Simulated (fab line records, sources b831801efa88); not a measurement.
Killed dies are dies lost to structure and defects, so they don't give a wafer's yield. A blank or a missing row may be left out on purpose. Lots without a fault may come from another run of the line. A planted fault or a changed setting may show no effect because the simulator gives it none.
fab line records | flow sky130
record lots=6 wafers=18 last_day=50
route steps=708 shown FIELD_ISO@18 NWELL@32 DNWELL@35 PWDE@45 PAD_OPEN@708
lots that met no fault: from a run of the same line without faults
start_h: hours from the record's first day to the start of the lot's first wafer shown | wait_h: hours since the lot's step before | " the same as in the row above | L1.1+2: a row that stands for several wafers | - no value, or no start given | * or withheld: withheld | < > ~ a bound
route shown NAME@n: a module of which the file shows steps, and the number in the route of the first | usual: mean/standard deviation of fault-free wafers | same: alike in all rows | chamber/n: place in a boat | sites: the reading at each site | _std_site: their standard deviation | _edge_site: outer sites' mean less inner sites' | radius_mm: how far each site lies from the wafer's centre | mask NAME#n: copy n | behind: the tool/chamber that last shaped the wafer | hold: why the lot was held/for how many hours/how that ended | device: the transistor (n, p or np) that didn't switch | end of line: the same wafers' tests at the end of the route | a step without rows: its recipe alone | killed: dies lost to structure and defects at the first sort, not the wafer's yield | map: a wafer's dies, x killed, . not, _ none there
set.NAME: the setting as run; set.NAME@STEP: as run at that earlier step | model.NAME: the simulator's own value behind a step, which no gauge read
lots at some steps of the route; a table a step, a row a wafer
services: from which hour (start_h, from the record's first day; less than 0 if before it) a tool's chamber was out of use, for how many hours, and why
## steps
# step SKY_FIELD_ISO_ETCH_17
# recipe target_depth_a=3420 mask_material=Si3N4 chemistry=HBr/Cl2/O2 target=Si taper_deg=5 icp_w=600 bias_w=150 pressure_mtorr=15 HBr_flow_sccm=150 Cl2_flow_sccm=40 O2_flow_sccm=6 time_s=97.7
# usual drypump_motor_current_A=5.6/0.42 oes_product_au=0.996/0.0079 rf_fwd_power_W=596.6/2 throttle_valve_pct=25.660/0.01
# columns lot.wafer tool chamber start_h wait_h drypump_motor_current_A oes_product_au rf_fwd_power_W rf_hours_counter_h throttle_valve_pct
L729.3 rie_si-02 0 56.29 0.0 6.3 0.990 594.4 48 25.657
L729.5 " 0 " " 6.3 0.992 594.6 - 25.656
L729.6 " 1 " " 5.5 1.006 601.4 - 25.654
L731.2 rie_si-02 0 67.89 0.1 6.3 0.983 594.4 48 25.662
L731.4 " 1 " " 5.4 1.001 597.0 - 25.664
L731.5 " 0 " " 6.2 0.994 593.8 - 25.649
L732.1 rie_si-02 2 70.29 0.1 5.8 1.008 597.4 70 25.647
L732.3 " 3 " " 5.2 1.000 598.6 0 25.660
L732.4 " 0 " " 6.3 0.994 592.8 48 25.646
L737.1 rie_si-02 0 95.29 0.1 6.2 0.999 597.5 48 25.675
L737.4 " 0 " " 6.2 0.986 596.8 - 25.668
L737.5 " 2 " " 5.8 1.001 597.2 - 25.663
L741.3 rie_si-02 2 117.87 0.0 5.9 1.003 597.6 70 25.663
L741.4 " 0 " " 6.2 0.989 596.5 49 25.681
L741.5 " 0 " " 6.2 0.988 597.6 - 25.659
L744.1 rie_si-01 3 133.04 0.1 5.9 1.002 595.6 98 25.656
L744.2 " 1 " " 5.6 1.001 596.8 1 25.641
L744.4 " 0 " " 5.7 1.000 596.5 78 25.667
# step SKY_FIELD_ISO_WET_ETCH_18
# recipe chemistry=H3PO4 target_depth_nm=25 temp_c=160 target=Si3N4 time_s=286
# step SKY_FIELD_ISO_CLEAN_19
# recipe chemistry=SC1/SC2 mix=1:4:20 temp_c=70 time_s=150
# step SKY_FIELD_ISO_CLEAN_20
# recipe chemistry=dHF time_s=20 dilution=100:1
# step SKY_FIELD_ISO_WET_ETCH_21
# recipe chemistry=dHF dilution=100:1 target_depth_nm=20 dry=ipa_marangoni target=SiO2 temp_c=25 time_s=400
# step SKY_FIELD_ISO_OXIDATION_22
# recipe temp_c=950 ambient=O2 stabilise_s=600 purge_s=300 target_thk_a=100 ox_time_s=623
# step SKY_FIELD_ISO_THK_MEAS_23
# recipe reads=SiO2_of_FIELD_ISO_OXIDATION_22
# usual FIELD_ISO_OXIDATION_01_THK=10.06/0.19
# columns lot.wafer tool chamber start_h wait_h FIELD_ISO_OXIDATION_01_THK[nm]
L729.3 film_metro-02 - 59.13 0.0 9.80
L729.5 " - " " 9.87
L729.6 " - " " 9.67
L731.2 film_metro-04 - 69.75 0.0 10.23
L731.4 " - " " 10.21
L731.5 " - " " 10.28
L732.1 film_metro-03 - 73.67 0.0 10.10
L732.3 " - " " 10.07
L732.4 " - " " 10.15
L737.1 film_metro-04 - 97.59 0.0 9.61
L737.4 " - " " 9.79
L737.5 " - " " 9.88
L741.3 film_metro-03 - 120.42 0.0 9.62
L741.4 " - " " 9.77
L741.5 " - " " 9.69
L744.1 film_metro-02 - 135.00 0.0 10.25
L744.2 " - " " 10.23
L744.4 " - " " 10.23
# step SKY_FIELD_ISO_CVD_24
# recipe material=SiO2 target_thk_nm=595 temp_c=650 sigma_open_frac=0.3 time_s=99.2 sih4_flow_sccm=60 pressure_mtorr=6.269
# step SKY_FIELD_ISO_THK_MEAS_25
# recipe reads=SiO2_of_FIELD_ISO_CVD_24
# usual FIELD_ISO_CVD_24_THK=592/6.8
# columns lot.wafer tool chamber start_h wait_h FIELD_ISO_CVD_24_THK[nm]
L729.3 film_metro-04 - 59.27 0.1 581
L729.5 " - " " 588
L729.6 " - " " 584
L731.2 film_metro-02 - 69.88 0.0 588
L731.4 " - " " 583
L731.5 " - " " 589
L732.1 film_metro-04 - 73.80 0.0 594
L732.3 " - " " 592
L732.4 " - " " 595
L737.1 film_metro-04 - 97.72 0.0 588
L737.4 " - " " 591
L737.5 " - " " 585
L741.3 film_metro-02 - 120.55 0.1 594
L741.4 " - " " 586
L741.5 " - " " 586
L744.1 film_metro-04 - 135.13 0.0 595
L744.2 " - " " 588
L744.4 " - " " 597
# step SKY_FIELD_ISO_ANNEAL_26
# recipe temp_c=1000 time_s=1800 ambient=N2
# step SKY_FIELD_ISO_CMP_27
# recipe stop_on=Si3N4 t_overpolish_s=16 down_force_psi=4 platen_rpm=60 target_thk_nm=457.8 pad_velocity_m_s=0.94248
# usual motor_current_A=12.5/1 overpolish_run_s=15.999/0.0091 retaining_ring_pressure_frac=1.000/0.0044 slurry_filter_dp_kPa=13.52/0.13 time_to_endpoint_s=109/4.3
# columns lot.wafer tool chamber start_h wait_h motor_current_A overpolish_run_s retaining_ring_pressure_frac slurry_filter_dp_kPa time_to_endpoint_s
L729.3 cmp-01 3 60.81 0.0 13.9 16.003 1.003 13.35 108
L729.6 " 3 " " 13.1 16.001 1.001 13.55 104
L729.5 " 0 " " 11.9 16.013 1.003 13.52 102
L731.4 cmp-01 3 72.31 0.1 13.5 16.002 0.996 13.64 107
L731.2 " 0 " " 12.2 15.997 1.002 13.29 105
L731.5 " 1 " " 12.9 16.006 0.998 13.46 107
L732.1 cmp-02 0 75.36 0.0 13.1 15.998 1.007 13.28 111
L732.4 " 1 " " 13.3 15.979 1.004 13.55 119
L732.3 " 2 " " 10.3 16.005 1.000 13.53 111
L737.4 cmp-01 2 99.33 0.1 11.4 16.003 1.005 13.79 103
L737.1 " 0 " " 11.8 16.008 0.995 13.69 103
L737.5 " 2 " " 11.7 16.004 0.998 13.40 103
L741.3 cmp-02 1 123.46 0.1 13.4 16.002 1.002 13.39 112
L741.4 " 2 " " 10.0 15.997 0.999 13.44 108
L741.5 " 1 " " 13.9 15.988 0.999 13.50 112
L744.1 cmp-02 3 137.91 0.0 12.5 15.984 0.996 13.59 107
L744.2 " 1 " " 14.0 15.989 0.997 13.62 112
L744.4 " 2 " " 10.0 16.005 1.006 13.61 108
# step SKY_FIELD_ISO_WET_ETCH_28
# recipe chemistry=dHF target_depth_nm=23.7 target=SiO2 dilution=10:1 temp_c=25 time_s=47
# step SKY_FIELD_ISO_WET_ETCH_29
# recipe chemistry=H3PO4 target_depth_nm=160 target=Si3N4 temp_c=160 time_s=1825
# columns lot.wafer tool chamber start_h wait_h
L729.3+5+6 wet_bench-01 1 61.13 0.0
L731.2+4+5 wet_bench-02 3 72.53 0.0
L732.1+3+4 wet_bench-01 0 75.69 0.0
L737.1+4+5 wet_bench-01 1 99.61 0.0
L741.3+4+5 wet_bench-04 0 123.73 0.0
L744.1+2+4 wet_bench-04 3 138.23 0.0
# step SKY_FIELD_ISO_WET_ETCH_30
# recipe chemistry=dHF target_depth_nm=25 target=SiO2 dilution=10:1 temp_c=25 time_s=50
# step SKY_NWELL_CLEAN_00
# recipe chemistry=SC1/SC2 mix=1:4:20 temp_c=70 time_s=150 dry=n2_spin
# step SKY_NWELL_OXIDATION_01
# recipe temp_c=900 ambient=O2 stabilise_s=600 purge_s=300 target_thk_a=100 ox_time_s=1418
# step SKY_NWELL_THK_MEAS_02
# recipe reads=SiO2_of_NWELL_OXIDATION_01
# usual NWELL_OXIDATION_THK=10.11/0.19
# columns lot.wafer tool chamber start_h wait_h NWELL_OXIDATION_THK[nm]
L729.3 film_metro-03 - 64.58 0.0 9.98
L729.5 " - " " 9.80
L729.6 " - " " 9.91
L731.2 film_metro-03 - 75.08 0.0 10.54
L731.4 " - " " 10.60
L731.5 " - " " 10.35
L732.1 film_metro-03 - 78.03 0.0 10.03
L732.3 " - " " 9.79
L732.4 " - " " 9.77
L737.1 film_metro-03 - 102.61 0.0 10.19
L737.4 " - " " 10.10
L737.5 " - " " 10.21
L741.3 film_metro-03 - 126.36 0.0 9.98
L741.4 " - " " 10.05
L741.5 " - " " 9.77
L744.1 film_metro-02 - 140.26 0.0 10.55
L744.2 " - " " 10.53
L744.4 " - " " 10.53
# step SKY_DNWELL_DEHYDRATE_00
# recipe temp_c=200 time_s=60
# step SKY_DNWELL_HMDS_01
# recipe prime_time_s=60 prime_temp_c=120
# step SKY_DNWELL_COAT_02
# recipe spin_rpm=2000 resist_thk_nm=3000
# step SKY_DNWELL_SOFTBAKE_03
# recipe temp_c=110 time_s=withheld
# step SKY_DNWELL_EXPOSE_04
# recipe mask_id=DNM na=0.57 target_cd_nm=3000 dose_mj=222
# step SKY_DNWELL_PEB_05
# recipe temp_c=115 time_s=withheld
# step SKY_DNWELL_DEVELOP_06
# recipe wall_angle_deg=90 developer=TMAH develop_time_s=60 dev_temp_c=23
# step SKY_DNWELL_IMPLANT_07
# recipe species=P energy_kev=withheld dose_cm2=withheld tilt_deg=withheld
# step SKY_DNWELL_STRIP_08
# recipe chemistry=O2/N2 power_w=1400 pressure_mtorr=1500 platen_temp_c=withheld o2_flow_sccm=3000 n2_flow_sccm=300 overash_fraction=0.5
# usual drypump_motor_current_A=5.6/0.5 oes_product_au=0.723/0.0044 strip_time_to_endpoint_s=36.89/0.081
# columns lot.wafer tool chamber start_h wait_h drypump_motor_current_A oes_product_au rf_hours_counter_h strip_time_to_endpoint_s
L729.3 plasma_asher-03 0 81.50 0.1 6.0 0.720 - 36.96
L729.5 " 1 " " 5.9 0.725 - 36.93
L729.6 " 0 " " 6.0 0.729 - 36.92
L731.2 plasma_asher-01 0 92.17 0.1 4.8 0.721 27 36.85
L731.4 " 0 " " 4.9 0.722 - 36.82
L731.5 " 1 " " 6.1 0.726 - 36.90
L732.1 plasma_asher-02 1 94.72 0.1 5.5 0.718 39 36.81
L732.3 " 1 " " 5.5 0.723 - 36.83
L732.4 " 0 " " 4.9 0.717 - 36.85
L737.1 plasma_asher-02 1 120.90 0.1 5.5 0.722 42 37.05
L737.4 " 1 " " 5.5 0.716 - 36.96
L737.5 " 0 " " 4.9 0.712 - 36.92
L741.3 plasma_asher-02 1 145.45 0.1 5.6 0.724 - 36.95
L741.4 " 0 " " 5.0 0.726 - 36.98
L741.5 " 0 " " 4.9 0.722 - 36.93
L744.1 plasma_asher-01 0 159.82 0.1 4.9 0.722 34 36.82
L744.2 " 1 " " 6.1 0.725 34 36.96
L744.4 " 1 " " 6.0 0.731 - 36.86
# step SKY_DNWELL_TW_MEAS_09
# usual DNWELL_TW=1110/7.5
# columns lot.wafer tool chamber start_h wait_h DNWELL_TW
L729.3 film_metro-01 - 81.59 0.1 1116
L729.5 " - " " 1109
L729.6 " - " " 1117
L731.2 film_metro-01 - 92.28 0.1 1105
L731.4 " - " " 1108
L731.5 " - " " 1109
L732.1 film_metro-03 - 94.82 0.1 1122
L732.3 " - " " 1122
L732.4 " - " " 1118
L737.1 film_metro-01 - 121.00 0.1 1115
L737.4 " - " " 1111
L737.5 " - " " 1111
L741.3 film_metro-01 - 145.54 0.1 1100
L741.4 " - " " 1111
L741.5 " - " " 1113
L744.1 film_metro-02 - 159.92 0.1 1108
L744.2 " - " " 1101
L744.4 " - " " 1106
# step SKY_PWDE_DEHYDRATE_00
# recipe temp_c=200 time_s=60
# step SKY_PWDE_HMDS_01
# recipe prime_time_s=60 prime_temp_c=120
# step SKY_PWDE_COAT_02
# recipe spin_rpm=2000 resist_thk_nm=3000
# step SKY_PWDE_SOFTBAKE_03
# recipe temp_c=110 time_s=withheld
# step SKY_PWDE_EXPOSE_04
# recipe mask_id=PWDEM na=0.6 source_shape=conventional sigma_outer=0.6 polarization=unpolarized target_cd_nm=840 dose_mj=214
# step SKY_PWDE_PEB_05
# recipe temp_c=115 time_s=withheld
# step SKY_PWDE_DEVELOP_06
# recipe wall_angle_deg=90 developer=TMAH develop_time_s=61.84 dev_temp_c=23
# step SKY_PWDE_OVL_MEAS_07
# usual PWDE_OVL=-0.4/1.3
# columns lot.wafer tool chamber start_h wait_h PWDE_OVL[nm]
L729.3 overlay-02 - 98.92 - -0.8
L729.5 " - " " 2.0
L729.6 " - " " -0.9
L731.2 overlay-01 - 110.55 - 0.2
L731.4 " - " " -1.8
L731.5 " - " " -0.1
L732.1 overlay-01 - 112.55 - -0.3
L732.3 " - " " -0.7
L732.4 " - " " -0.8
L737.1 overlay-01 - 140.10 - -1.3
L737.4 " - " " -1.5
L737.5 " - " " 0.0
L741.3 overlay-01 - 164.92 - -1.2
L741.4 " - " " -2.1
L741.5 " - " " -1.0
L744.1 overlay-02 - 180.07 - -0.3
L744.2 " - " " 1.4
L744.4 " - " " 0.0
# step SKY_PWDE_IMPLANT_08
# recipe species=B energy_kev=150 dose_cm2=3.6e+12 tilt_deg=withheld
# step SKY_PWDE_STRIP_09
# recipe chemistry=O2/N2 power_w=1400 pressure_mtorr=1500 platen_temp_c=withheld o2_flow_sccm=3000 n2_flow_sccm=300 overash_fraction=0.5
# usual drypump_motor_current_A=5.4/0.52 oes_product_au=0.723/0.0047 strip_time_to_endpoint_s=36.92/0.086
# columns lot.wafer tool chamber start_h wait_h drypump_motor_current_A oes_product_au rf_hours_counter_h strip_time_to_endpoint_s
L729.3 plasma_asher-01 1 99.12 0.1 6.1 0.721 - 36.91
L729.5 " 1 " " 6.1 0.722 - 36.97
L729.6 " 0 " " 4.9 0.730 - 36.89
L731.2 plasma_asher-01 1 110.73 0.1 6.1 0.725 29 36.79
L731.4 " 0 " " 4.9 0.729 - 36.91
L731.5 " 0 " " 4.9 0.734 - 36.91
L732.1 plasma_asher-01 0 112.74 0.1 4.9 0.723 29 36.90
L732.3 " 0 " " 4.9 0.722 - 36.81
L732.4 " 1 " " 6.1 0.721 - 36.90
L737.1 plasma_asher-01 0 140.28 0.1 4.9 0.716 32 36.95
L737.4 " 0 " " 4.9 0.707 - 36.96
L737.5 " 0 " " 4.8 0.725 - 36.97
L741.3 plasma_asher-01 1 165.12 0.1 6.1 0.723 - 37.06
L741.4 " 0 " " 4.9 0.724 - 37.00
L741.5 " 0 " " 4.9 0.722 - 36.92
L744.1 plasma_asher-02 0 180.26 0.1 5.0 0.727 48 37.00
L744.2 " 1 " " 5.5 0.730 48 37.07
L744.4 " 1 " " 5.5 0.722 - 36.98
# step SKY_PWDE_TW_MEAS_10
# usual PWDE_TW=372.2/2.2
# columns lot.wafer tool chamber start_h wait_h PWDE_TW
L729.3 film_metro-01 - 99.21 0.1 372.3
L729.5 " - " " 372.1
L729.6 " - " " 373.7
L731.2 film_metro-01 - 110.84 0.1 371.6
L731.4 " - " " 372.0
L731.5 " - " " 370.5
L732.1 film_metro-02 - 112.84 0.1 370.8
L732.3 " - " " 369.2
L732.4 " - " " 371.8
L737.1 film_metro-01 - 140.38 0.1 374.9
L737.4 " - " " 374.1
L737.5 " - " " 374.5
L741.3 film_metro-01 - 165.21 0.1 370.6
L741.4 " - " " 373.0
L741.5 " - " " 372.5
L744.1 film_metro-01 - 180.36 0.1 371.8
L744.2 " - " " 372.9
L744.4 " - " " 373.0
# step SKY_NWELL_DEHYDRATE_03
# recipe temp_c=200 time_s=60
# step SKY_NWELL_HMDS_04
# recipe prime_time_s=60 prime_temp_c=120
# step SKY_NWELL_COAT_05
# recipe spin_rpm=2000 resist_thk_nm=3000
# step SKY_NWELL_SOFTBAKE_06
# recipe temp_c=110 time_s=withheld
# step SKY_PAD_OPEN_PROBE_99
# usual killed_at_M0_to_M3=44/6.2 killed_at_M4_up=3.3/1.7 killed_at_contacts=24/4.9 killed_at_front_end=16/5 killed_at_other=0.3/0.48 killed_dies=88/9 killed_open=48/7 killed_short=39/6.1
# same gross_dies=492 killed_at_back_side=0
# columns lot.wafer tool chamber start_h wait_h killed_at_M0_to_M3 killed_at_M4_up killed_at_contacts killed_at_front_end killed_at_other killed_dies killed_open killed_short
L729.3 prober-02 - 1111.00 0.2 48 2 21 18 0 89 49 38
L729.6 prober-02 - 1111.15 0.2 33 5 15 15 0 68 35 30
L731.2 prober-02 - 1118.37 0.1 50 3 27 15 0 95 45 50
L731.4 prober-02 - 1118.47 0.2 32 5 27 14 0 78 47 31
L731.5 prober-02 - 1118.52 0.2 46 5 26 15 0 92 48 43
L732.1 prober-01 - 1129.97 0.1 45 7 19 39 0 110 51 38
L732.3 prober-01 - 1130.07 0.2 43 6 21 50 0 120 53 42
L732.4 prober-01 - 1130.12 0.2 51 4 28 32 1 116 49 44
L737.1 prober-02 - 1150.44 0.1 38 2 20 50 0 110 41 34
L737.4 prober-02 - 1150.59 0.2 37 3 22 59 1 122 38 46
L737.5 prober-02 - 1150.64 0.2 46 7 22 54 0 129 54 33
# killed by level:class
L729.3 VIA1:geometric_particle:open=14 CONTACT:geometric_particle:open=11 METAL1:geometric_particle:short=8 METAL3:geometric_particle:short=7 FIELD_ISO:geometric_particle:short=6 VIA2:geometric_particle:open=6 LI_CONTACT:geometric_particle:open=4 VIA1:geometric_particle:short=4
L729.6 METAL2:geometric_particle:short=6 CONTACT:geometric_particle:open=6 VIA1:geometric_particle:open=6 METAL1:geometric_particle:short=5 POLY_GATE:geometric_particle:open=4 LI_CONTACT:geometric_particle:open=4 VIA2:geometric_particle:open=4 METAL4:geometric_particle:short=4
L731.2 VIA1:geometric_particle:open=11 CONTACT:geometric_particle:open=8 VIA2:geometric_particle:short=8 CONTACT:geometric_particle:short=7 VIA2:geometric_particle:open=6 VIA3:geometric_particle:open=6 LOCAL_INTERCONNECT:geometric_particle:short=5 POLY_GATE:geometric_particle:short=5
L731.4 CONTACT:geometric_particle:open=10 VIA1:geometric_particle:open=10 VIA3:geometric_particle:open=6 LI_CONTACT:geometric_particle:open=5 POLY_GATE:geometric_particle:open=4 LI_CONTACT:geometric_particle:short=4 CONTACT:geometric_particle:short=4 METAL1:geometric_particle:short=4
L731.5 CONTACT:geometric_particle:open=12 VIA1:geometric_particle:open=8 VIA2:geometric_particle:open=7 METAL2:geometric_particle:short=7 METAL1:geometric_particle:short=7 LI_CONTACT:geometric_particle:open=6 VIA3:geometric_particle:open=5 VIA3:geometric_particle:short=4
L732.1 FIELD_ISO:unspecified=21 VIA1:geometric_particle:open=12 METAL2:geometric_particle:short=9 VIA2:geometric_particle:open=7 CONTACT:geometric_particle:open=6 VIA3:geometric_particle:open=6 LOCAL_INTERCONNECT:geometric_particle:short=5 METAL4:geometric_particle:short=5
L732.3 FIELD_ISO:unspecified=22 VIA1:geometric_particle:open=13 VIA3:geometric_particle:open=8 FIELD_ISO:geometric_particle:short=6 POLY_GATE:geometric_particle:short=6 LI_CONTACT:geometric_particle:open=6 CONTACT:geometric_particle:open=6 FIELD_ISO:geometric_particle:open=5
L732.4 FIELD_ISO:unspecified=22 VIA2:geometric_particle:open=11 VIA1:geometric_particle:open=10 METAL2:geometric_particle:short=9 LI_CONTACT:geometric_particle:open=8 VIA3:geometric_particle:open=7 CONTACT:geometric_particle:short=6 FIELD_ISO:geometric_particle:short=5
L737.1 FIELD_ISO:unspecified=34 CONTACT:geometric_particle:open=10 VIA1:geometric_particle:short=8 VIA1:geometric_particle:open=7 METAL2:geometric_particle:short=7 LI_CONTACT:geometric_particle:open=5 POLY_GATE:geometric_particle:short=4 VIA3:geometric_particle:open=4
L737.4 FIELD_ISO:unspecified=38 CONTACT:geometric_particle:open=8 LOCAL_INTERCONNECT:geometric_particle:short=7 METAL1:geometric_particle:short=6 METAL2:geometric_particle:short=6 POLY_CUT:geometric_particle:open=5 POLY_GATE:geometric_particle:short=4 LI_CONTACT:geometric_particle:open=4
L737.5 FIELD_ISO:unspecified=41 VIA1:geometric_particle:open=16 CONTACT:geometric_particle:open=10 METAL4:geometric_particle:short=6 POLY_GATE:geometric_particle:open=5 VIA2:geometric_particle:open=5 VIA3:geometric_particle:open=5 LI_CONTACT:geometric_particle:open=4
# map L732.3 (x killed, . not)
__________........x._________
________.x.x..x..x...._______
______.....xx.xx..x...x._____
_____x..xxxx......x......____
____.....x................___
___.x.....xx..............x__
__....x..x.........x...x.xx._
_..xx...........x.....x.xx.xx
_.....x.x.........x......xxxx
_..x..xxx..x....x.........xxx
_..........x.x......x....xxxx
_..x....x.x.x.........x..xxxx
_........x.......x...x...xxxx
_x......xx...x.xx.x.......x..
_x...x..............x.xxx...x
__....x...xxx....xx..xxx...._
___.x...x..x...x...........__
____....x....x........x...___
_____..xx.....x....x.....____
______x.x...x...x.xxxx.._____
________............x._______
__________x........._________
# map L737.5 (x killed, . not)
__________.x.....x.._________
________.....x...x...._______
______.....x.......x..x._____
_____.x....x......x.xxx..____
____....xx.x.....xx...x.x.___
___..xx...x.........x..x...__
__x.x..x.....x...........x.x_
_x.x..x..x.................xx
_...............x.x..........
_x..............x...x..x....x
_x.........x.....x...........
_.x..xxxxx.........x.........
_.x........x.xxx..x.x.x.x....
_.....xx.........xxx.xxx.....
_x......x......x..x.xxxxx....
__x..........x....xxxxxxxx.._
___...x.x.........xxxxxxxxx__
____x...........xxxxxxxxxx___
_____.x.x.....xxx..xxxxxx____
______.x...x.....x..xx.x_____
________.............._______
__________.........._________
## services
# columns tool chamber start_h hours kind
rie_si-01 1 43.28 - clean
rie_si-01 1 43.28 13.7 scheduled_down
rie_si-01 1 43.28 13.7 vent_cycle
rie_si-02 3 46.12 - clean
rie_si-02 3 46.12 23.8 scheduled_down
rie_si-02 3 46.12 23.8 vent_cycle
wet_bench-02 - 50.02 1.5 repair
cmp-01 - 51.57 1.9 repair
plasma_asher-01 - 54.85 2.3 repair
cmp-01 - 62.16 1.7 repair
cmp-02 - 64.00 4.0 pm
cmp-02 - 68.00 - consumable_replace:conditioner
cmp-02 - 68.00 - consumable_replace:pad
cmp-02 - 81.57 27.7 repair
rie_si-02 1 85.75 - clean
rie_si-02 1 85.75 30.0 scheduled_down
rie_si-02 1 85.75 30.0 vent_cycle
plasma_asher-01 - 103.12 1.1 repair
cmp-02 - 109.26 5.1 pm
cmp-02 - 117.04 2.9 repair
cmp-01 - 140.07 0.9 repair
cmp-01 - 156.20 50.7 repair
cmp-01 - 166.57 2.0 repair
## key
first_sign step=SKY_PAD_OPEN_PROBE_99 reading=killed_at_front_end direction=up sigmas=6.2 usual=16 struck=47
effect step=SKY_PAD_OPEN_PROBE_99 reading=killed_dies direction=up sigmas=3.3 usual=88 struck=118 wafers_moved=5
met_at SKY_FIELD_ISO_WET_ETCH_29
struck_wafers L732.1,L732.3,L732.4,L737.1,L737.4,L737.5
tester_left_out L732,L737
onset_between 61.13 75.69
fault kind=chamber_particle_source tool=wet_bench-01 chamber=- onset_h=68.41 steps=SKY_FIELD_ISO_WET_ETCH_29 rate_per_visit_cm2=0.42544 end_h=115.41
# tester_left_out: of these lots the tester's yield and bins aren't shown, on N5 and GAA mostly nor the transistor test; their killed dies are dies lost to structure and defects alone, not to doping, threshold or leakage, so they don't give the yield
